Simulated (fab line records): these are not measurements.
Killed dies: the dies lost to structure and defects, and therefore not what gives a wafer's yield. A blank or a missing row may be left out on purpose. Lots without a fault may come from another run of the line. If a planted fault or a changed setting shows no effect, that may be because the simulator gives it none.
fab line records	flow sfq_line
record: lots: 14	wafers: 42	last_day: 91
route steps=325 shown L0V@16 M1@69 JJ@191 I7@298
lots with no fault: from the same line, run without faults
start_h: hours from the record's first day to the start of the lot's first wafer shown	wait_h: hours elapsed since this lot's preceding step	" same as the row above	L1.1+2: a row that stands for several wafers	- no value present, or no start provided	* or withheld: withheld	< > ~ a bound
route shown NAME@n: a module of which the file shows steps, and the number in the route of the first	usual: mean and standard deviation over wafers with no fault	same: alike in all rows	chamber/n: place in a boat	sites: readings site by site	_std_site: their standard deviation	_edge_site: inner sites' mean taken away from outer sites' mean	radius_mm: how far each site lies from the wafer's centre	mask NAME#n: copy n	behind: tool/chamber where the wafer was last shaped	hold: the reason the lot was held/the length of the hold in hours/how it ended	device: the transistor (n, p or np) that didn't switch	end of line: at the end of the route, the tests of the same wafers	step lacking rows: just its recipe	killed: count of dies lost to structure and defects at first sort (not the wafer's yield)	map: a wafer's dies, marking killed ones x, the rest . and places with no die _
set.NAME: the setting the step ran with; set.NAME@STEP: the setting that earlier step ran with	model.NAME: the simulator's own value behind a step, which no gauge read
a sample of lots followed through the steps of the route, with each step as a table and each wafer as a row
services: from which hour (start_h, from the record's first day; less than 0 if before it) a tool's chamber was out of use, for how many hours, and why
== steps ==
step: SFQ_TRILAYER_L0_CAP_PECVD_011
recipe: material: SiO2	temp_c: 150	time_s: 13.333	pressure_torr: 2.4	rf_w: 183.3	precursor: SiH4/N2O	target_thk_nm: 60
usual: heater_power_w: 83/11	throttle_valve_pct: 24.8/1.3
lot.wafer	tool	chamber	start_h	wait_h	heater_power_w	throttle_valve_pct
L742.1	pecvd-04	0	33.77	0.0	73	25.5
L742.2	"	1	"	"	75	23.9
L742.6	"	0	"	"	74	25.8
L743.1	pecvd-01	0	38.57	0.0	79	25.9
L743.4	"	1	"	"	79	23.2
L743.6	"	0	"	"	82	25.9
L745.2	pecvd-01	1	48.17	0.0	88	23.5
L745.5	"	1	"	"	87	23.7
L745.6	"	2	"	"	104	22.6
L746.1	pecvd-01	0	52.48	0.0	68	26.2
L746.4	"	0	"	"	67	26.1
L746.6	"	1	"	"	88	23.4
L747.1	pecvd-01	1	57.55	0.0	91	23.4
L747.4	"	2	"	"	101	22.8
L747.6	"	1	"	"	89	23.5
L748.2	pecvd-01	0	60.17	0.0	75	26.0
L748.3	"	1	"	"	77	23.4
L748.5	"	1	"	"	78	23.1
L749.2	pecvd-01	2	66.17	0.0	103	22.7
L749.3	"	1	"	"	87	23.3
L749.4	"	0	"	"	70	26.2
L750.1	pecvd-04	1	72.17	0.0	73	24.0
L750.2	"	2	"	"	96	25.7
L750.3	"	0	"	"	77	25.8
L751.1	pecvd-04	2	75.77	0.0	96	26.1
L751.2	"	0	"	"	78	25.7
L751.6	"	0	"	"	78	25.6
L752.4	pecvd-01	0	78.18	0.0	70	26.4
L752.5	"	2	"	"	106	22.8
L752.6	"	1	"	"	85	23.3
L761.2	pecvd-04	2	121.37	0.0	98	26.0
L761.5	"	0	"	"	85	25.7
L761.6	"	2	"	"	96	25.9
L762.2	pecvd-03	2	127.39	0.0	67	26.2
L762.3	"	0	"	"	76	25.8
L762.5	"	1	"	"	76	25.1
L764.1	pecvd-04	1	135.77	0.0	68	23.8
L764.2	"	2	"	"	81	26.0
L764.6	"	0	"	"	84	25.9
L765.1	pecvd-04	2	141.92	0.0	90	25.8
L765.2	"	1	"	"	65	23.9
L765.4	"	0	"	"	80	25.6
step: SFQ_TRILAYER_L0_VIA_ETCH_VIA_ETCH_016
recipe: target: SiO2	stop_on: MoNx_KI	mask_material: PR	chemistry: CHF3	target_depth_nm: 80	source_w: 500	bias_w: 80	pressure_mtorr: 30	time_s: withheld
usual: bias_w: 79.98/0.23	drypump_motor_current_A: 5.8/0.42	oes_product_au: 0.840/0.0073
lot.wafer	tool	chamber	start_h	wait_h	bias_w	drypump_motor_current_A	oes_product_au
L742.1	rie_diel-02	0	103.74	0.0	80.12	5.9	0.836
L742.2	"	1	"	"	79.98	5.4	0.836
L742.6	"	2	"	"	79.82	5.7	0.852
L743.1	rie_diel-02	0	107.34	0.0	79.81	5.8	0.825
L743.4	"	3	"	"	80.05	6.4	0.837
L743.6	"	3	"	"	80.05	6.4	0.828
L745.2	rie_diel-02	3	120.54	0.0	80.40	6.4	0.842
L745.5	"	2	"	"	80.11	5.7	0.845
L745.6	"	3	"	"	80.28	6.4	0.840
L746.1	rie_diel-04	0	125.34	0.0	80.03	5.7	0.835
L746.4	"	3	"	"	79.84	5.7	0.849
L746.6	"	1	"	"	79.91	5.8	0.844
L747.1	rie_diel-02	3	131.34	0.0	79.41	6.4	0.840
L747.4	"	2	"	"	80.15	5.7	0.842
L747.6	"	2	"	"	80.16	5.7	0.853
L748.2	rie_diel-01	3	134.49	0.0	80.23	5.9	0.843
L748.3	"	1	"	"	79.65	4.9	0.849
L748.5	"	1	"	"	79.89	4.9	0.852
L749.2	rie_diel-02	2	141.49	0.0	79.86	5.7	0.834
L749.3	"	0	"	"	79.87	5.9	0.776
L749.4	"	1	"	"	80.21	5.4	0.781
L750.1	rie_diel-01	1	148.69	0.0	79.90	4.9	0.837
L750.2	"	0	"	"	79.41	6.4	0.844
L750.3	"	2	"	"	79.50	5.8	0.838
L751.1	rie_diel-04	3	152.29	0.0	80.06	5.7	0.837
L751.2	"	1	"	"	79.98	5.8	0.827
L751.6	"	3	"	"	80.21	5.7	0.835
L752.4	rie_diel-02	1	154.69	0.0	80.25	5.4	0.786
L752.5	"	0	"	"	80.09	5.8	0.849
L752.6	"	3	"	"	79.57	6.4	0.800
L761.2	rie_diel-02	2	203.89	0.0	80.52	5.7	0.844
L761.5	"	3	"	"	80.14	6.4	0.846
L761.6	"	1	"	"	79.40	5.4	0.859
L762.2	rie_diel-02	2	213.59	0.0	80.09	5.7	0.824
L762.3	"	1	"	"	79.97	5.4	0.830
L762.5	"	3	"	"	80.03	6.4	0.840
L764.1	rie_diel-04	0	224.39	0.0	79.89	5.7	0.842
L764.2	"	2	"	"	80.27	5.4	0.839
L764.6	"	0	"	"	79.49	5.7	0.835
L765.1	rie_diel-02	1	230.39	0.0	79.71	5.4	0.834
L765.2	"	3	"	"	80.03	6.4	0.836
L765.4	"	0	"	"	79.99	5.9	0.840
step: SFQ_TRILAYER_M1_BARC_OPEN_METAL_ETCH_054
recipe: mask_material: PR	chemistry: O2	target_depth_nm: 125	target: BARC	icp_w: 600	bias_w: 80	pressure_mtorr: 10	time_s: 41.7
usual: bias_w: 80.04/0.24	drypump_motor_current_A: 5.5/0.54	oes_product_au: 0.685/0.0051
lot.wafer	tool	chamber	start_h	wait_h	bias_w	drypump_motor_current_A	oes_product_au	rf_hours_counter_h
L742.1	rie_metal-02	1	249.53	0.0	79.89	4.8	0.679	28
L742.2	"	0	"	"	80.05	5.8	0.678	85
L742.6	"	1	"	"	80.13	4.8	0.687	-
L743.1	rie_metal-04	1	255.53	0.0	79.30	6.2	0.685	6
L743.4	"	0	"	"	79.50	5.0	0.686	-
L743.6	"	1	"	"	79.79	6.2	0.690	-
L745.2	rie_metal-04	1	269.93	0.0	79.71	6.2	0.681	9
L745.5	"	1	"	"	80.14	6.2	0.690	-
L745.6	"	0	"	"	80.09	5.0	0.689	-
L746.1	rie_metal-04	1	275.93	0.0	80.45	6.2	0.696	10
L746.4	"	0	"	"	80.11	5.0	0.692	-
L746.6	"	0	"	"	80.06	5.1	0.677	-
L747.1	rie_metal-01	1	277.13	0.0	80.34	5.0	0.682	33
L747.4	"	1	"	"	80.32	5.0	0.686	-
L747.6	"	0	"	"	80.25	5.8	0.680	-
L748.2	rie_metal-04	1	280.73	0.0	80.20	6.2	0.682	11
L748.3	"	1	"	"	80.47	6.2	0.689	-
L748.5	"	1	"	"	80.12	6.2	0.691	-
L749.2	rie_metal-02	0	290.33	0.0	79.91	5.8	0.689	93
L749.3	"	0	"	"	80.24	5.8	0.683	-
L749.4	"	1	"	"	79.97	4.8	0.680	-
L750.1	rie_metal-04	0	298.73	0.0	80.20	5.0	0.677	72
L750.2	"	1	"	"	80.50	6.2	0.684	15
L750.3	"	0	"	"	80.04	5.0	0.692	-
L751.1	rie_metal-02	0	303.53	0.0	79.77	5.8	0.674	95
L751.2	"	1	"	"	80.16	4.8	0.678	37
L751.6	"	1	"	"	80.82	4.8	0.684	-
L752.4	rie_metal-01	1	307.15	0.0	80.14	5.0	0.694	-
L752.5	"	1	"	"	79.49	5.0	0.682	-
L752.6	"	0	"	"	80.07	5.8	0.689	-
L761.2	rie_metal-02	0	388.34	0.2	80.18	5.8	0.688	106
L761.5	"	0	"	"	80.47	5.8	0.692	-
L761.6	"	1	"	"	80.22	4.9	0.690	-
L762.2	rie_metal-02	0	390.54	0.0	79.92	5.8	0.681	107
L762.3	"	0	"	"	80.13	5.8	0.688	-
L762.5	"	0	"	"	80.05	5.8	0.683	-
L764.1	rie_metal-04	0	407.34	0.0	80.53	5.0	0.690	90
L764.2	"	1	"	"	80.03	6.2	0.684	33
L764.6	"	1	"	"	79.71	6.2	0.676	-
L765.1	rie_metal-01	1	413.34	0.0	80.39	5.0	0.683	59
L765.2	"	0	"	"	80.29	5.8	0.694	79
L765.4	"	1	"	"	80.14	5.0	0.673	-
step: SFQ_JJ_OVL_MEAS_931
usual: J5_OVL: 0/4.4
lot.wafer	tool	chamber	start_h	wait_h	J5_OVL[nm]
L742.1	overlay-01	-	1178.40	0.1	-6
L742.2	"	-	"	"	-7
L742.6	"	-	"	"	-11
L743.1	overlay-02	-	1182.00	0.1	4
L743.4	"	-	"	"	4
L743.6	"	-	"	"	4
L745.2	overlay-01	-	1209.66	0.1	4
L745.5	"	-	"	"	5
L745.6	"	-	"	"	-3
L746.1	overlay-02	-	1214.45	0.1	-2
L746.4	"	-	"	"	-1
L746.6	"	-	"	"	-1
L747.1	overlay-02	-	1218.05	0.1	2
L747.4	"	-	"	"	-1
L747.6	"	-	"	"	3
L748.2	overlay-01	-	1232.46	0.1	-2
L748.3	"	-	"	"	-7
L748.5	"	-	"	"	-5
L749.2	overlay-01	-	1243.06	0.1	-3
L749.3	"	-	"	"	-1
L749.4	"	-	"	"	1
L750.1	overlay-01	-	1249.45	0.1	0
L750.2	"	-	"	"	4
L750.3	"	-	"	"	4
L751.1	overlay-01	-	1253.02	0.1	1
L751.2	"	-	"	"	1
L751.6	"	-	"	"	-1
L752.4	overlay-02	-	1417.60	0.1	-3
L752.5	"	-	"	"	6
L752.6	"	-	"	"	-2
L761.2	overlay-01	-	1477.75	0.1	-6
L761.5	"	-	"	"	-5
L761.6	"	-	"	"	0
L762.2	overlay-02	-	1493.35	0.1	-5
L762.3	"	-	"	"	-6
L762.5	"	-	"	"	-6
L764.1	overlay-02	-	1511.47	0.1	1
L764.2	"	-	"	"	5
L764.6	"	-	"	"	4
L765.1	overlay-01	-	1524.67	0.1	-1
L765.2	"	-	"	"	2
L765.4	"	-	"	"	2
step: SFQ_I7_BOW_MEAS_946
recipe: mode: bow
usual: I7_BOW: 9/9.7
lot.wafer	tool	chamber	start_h	wait_h	I7_BOW[um]
L742.1	film_metro-03	-	1869.70	1.0	7
L742.2	"	-	"	"	10
L742.6	"	-	"	"	5
L743.1	film_metro-03	-	1878.74	2.5	4
L743.4	"	-	"	"	0
L743.6	"	-	"	"	7
L745.2	film_metro-04	-	1884.76	2.5	6
L745.5	"	-	"	"	-6
L745.6	"	-	"	"	-2
L746.1	film_metro-01	-	1908.12	1.6	7
L746.4	"	-	"	"	8
L746.6	"	-	"	"	15
L747.1	film_metro-03	-	1909.10	1.0	-4
L747.4	"	-	"	"	-1
L747.6	"	-	"	"	-4
L748.2	film_metro-04	-	1911.14	2.0	13
L748.3	"	-	"	"	11
L748.5	"	-	"	"	10
L749.2	film_metro-01	-	1912.12	1.0	14
L749.3	"	-	"	"	18
L749.4	"	-	"	"	24
L750.1	film_metro-04	-	1914.12	2.0	16
L750.2	"	-	"	"	22
L750.3	"	-	"	"	21
L751.1	film_metro-03	-	1915.10	2.0	20
L751.2	"	-	"	"	8
L751.6	"	-	"	"	14
L752.4	film_metro-01	-	2037.26	1.6	17
L752.5	"	-	"	"	3
L752.6	"	-	"	"	9
L761.2	film_metro-04	-	2071.52	1.0	15
L761.5	"	-	"	"	9
L761.6	"	-	"	"	17
L762.2	film_metro-04	-	2081.67	2.0	-7
L762.3	"	-	"	"	-9
L762.5	"	-	"	"	-3
L764.1	film_metro-04	-	2095.25	1.5	32
L764.2	"	-	"	"	14
L764.6	"	-	"	"	36
L765.1	film_metro-01	-	2097.66	1.0	6
L765.2	"	-	"	"	13
L765.4	"	-	"	"	3
== services ==
tool	chamber	start_h	hours	kind
pecvd-01	-	13.85	0.3	repair
rie_diel-02	1	64.85	8.9	repair
rie_diel-02	2	69.44	2.6	repair
rie_metal-02	0	82.77	2.1	repair
pecvd-01	0	112.63	9.3	repair
rie_diel-02	1	115.35	5.3	repair
rie_metal-04	1	118.46	27.2	repair
pecvd-04	0	130.99	2.2	repair
rie_diel-02	0	144.49	7.1	repair
pecvd-04	-	194.25	14.0	pm
rie_diel-02	0	203.10	13.4	repair
pecvd-04	-	221.97	1.7	repair
pecvd-01	-	244.71	5.5	pm
rie_metal-02	-	284.22	1.9	repair
pecvd-01	-	285.89	2.9	repair
rie_diel-02	0	299.27	4.6	repair
pecvd-04	0	314.27	8.1	repair
rie_metal-02	-	332.29	15.6	pm
pecvd-04	-	344.88	2.8	pm
rie_diel-02	0	359.95	8.3	repair
pecvd-01	-	377.19	2.8	pm
rie_metal-02	-	380.20	2.8	pm
rie_metal-04	-	381.73	10.0	pm
pecvd-04	-	406.33	4.8	repair
== key ==
first_sign: step: SFQ_TRILAYER_L0_VIA_ETCH_VIA_ETCH_016	reading: oes_product_au	direction: down	sigmas: 7.4	usual: 0.840	struck: 0.786
effect none on later readings
met_at SFQ_TRILAYER_L0_CAP_PECVD_011
struck_lots L749,L752
struck_wafers L749.3,L749.4,L752.4,L752.6
not_acting_at SFQ_TRILAYER_M1_BARC_OPEN_METAL_ETCH_054,SFQ_JJ_OVL_MEAS_931,SFQ_I7_BOW_MEAS_946
onset_between 60.17 66.17
fault: kind: process_parameter_drift	tool: pecvd-01	chamber: -	onset_h: 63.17	steps: SFQ_TRILAYER_L0_CAP_PECVD_011	channel: target_thk_nm	offset: -7.1997	shape: step	end_h: 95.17	scope: struck_wafers_only	acts_in: these_recipes_only	stated: 60
